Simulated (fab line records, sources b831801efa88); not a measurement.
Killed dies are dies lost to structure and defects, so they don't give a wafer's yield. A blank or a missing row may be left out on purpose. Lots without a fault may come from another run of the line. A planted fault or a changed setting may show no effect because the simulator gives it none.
Problem report in the 8D (eight disciplines) form, filled by code | flow sky130 | the parts of the form that need people (team, actions taken, sign-off) are left out

1. THE PROBLEM
strip_time_to_endpoint_s at SKY_PASSIVATION_STRIP_12 reads a mean of 37.06 s on 6 wafers of 2 lots; wafers without a fault read 31.57 s with a standard deviation of 0.14. That is +39 standard deviations from the usual mean.
The step: strips in O2/N2.
First seen on wafer L337.3, day 48 06:55, on plasma_asher-02. The record holds 42 wafers of 14 lots with a number at this step. Rule for "out", or "out of limits": more than 4 standard deviations from the usual mean. The other wafers with a number count as sound.

2. WHAT IT IS AND WHAT IT IS NOT
question                    | is                               | is not
which readings at this step | strip_time_to_endpoint_s         | drypump_motor_current_A
which lots                  | L336, L337                       | L324, L325, L327, L328, L329, L331, L332, L333, L334, L339, L340, L346
which wafers of those lots  | all that have a number           | -
read on which tools         | plasma_asher-02, plasma_asher-03 | plasma_asher-04
when                        | from day 48 06:55                | up to then (27 sound wafers); but 9 sound wafers of L339, L340, L346 came after

3. SUSPECTS, AND WHAT RULES EACH OUT
Counting: a tool at a process step up to the reading stays a suspect if it ran every lot that is out and no sound lot after the first of them.
- rie_diel-02 at SKY_PASSIVATION_ETCH_11 (etches the open film in CF4/O2, stops on AlCu, target depth 725 nm, time 161.1 s): ruled out as a lasting fault. Sound lots L346 ran on it after its first lot that is out, L337 (day 48 06:47).
Left after counting: nothing in the record.

4. THE CAUSE (what the simulator had put in)
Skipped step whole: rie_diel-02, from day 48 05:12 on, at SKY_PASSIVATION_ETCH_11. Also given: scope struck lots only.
Counting ruled it out, wrongly: the rule takes a fault to strike every lot that its tool runs from its start on, and this one did not.

5. THE CHAIN OF EFFECTS, in route order
Each row: a reading whose mean over the struck wafers that have a number lies more than 3 standard deviations from the usual. Only readings for which the record gives a usual standard deviation are gone through. hours: the time from each lot's start at the first step in this table that gives one to its start at this step, as a median over the lots. sigmas: the change in usual standard deviations.
hours | step                     | reading                  | usual   | on struck wafers | change | sigmas
0     | SKY_PASSIVATION_STRIP_12 | strip_time_to_endpoint_s | 31.57 s | 37.06            | +5.49  | +39
The process steps in it:
- SKY_PASSIVATION_STRIP_12: strips in O2/N2.
Readings that are blank on the struck wafers while sound wafers have them: O2_flow_sccm at SKY_PASSIVATION_ETCH_11; bias_w at SKY_PASSIVATION_ETCH_11; drypump_motor_current_A at SKY_PASSIVATION_ETCH_11; oes_product_au at SKY_PASSIVATION_ETCH_11; throttle_valve_pct at SKY_PASSIVATION_ETCH_11.

6. WHAT WOULD HAVE CAUGHT IT SOONER
In this record the first reading out of limits was taken at day 48 06:55, 2 hours after the fault began at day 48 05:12.
At SKY_PASSIVATION_ETCH_11 the tool's readings are blank on the struck wafers, where sound wafers have them: an empty tool record is the first sign, and it was there at once.
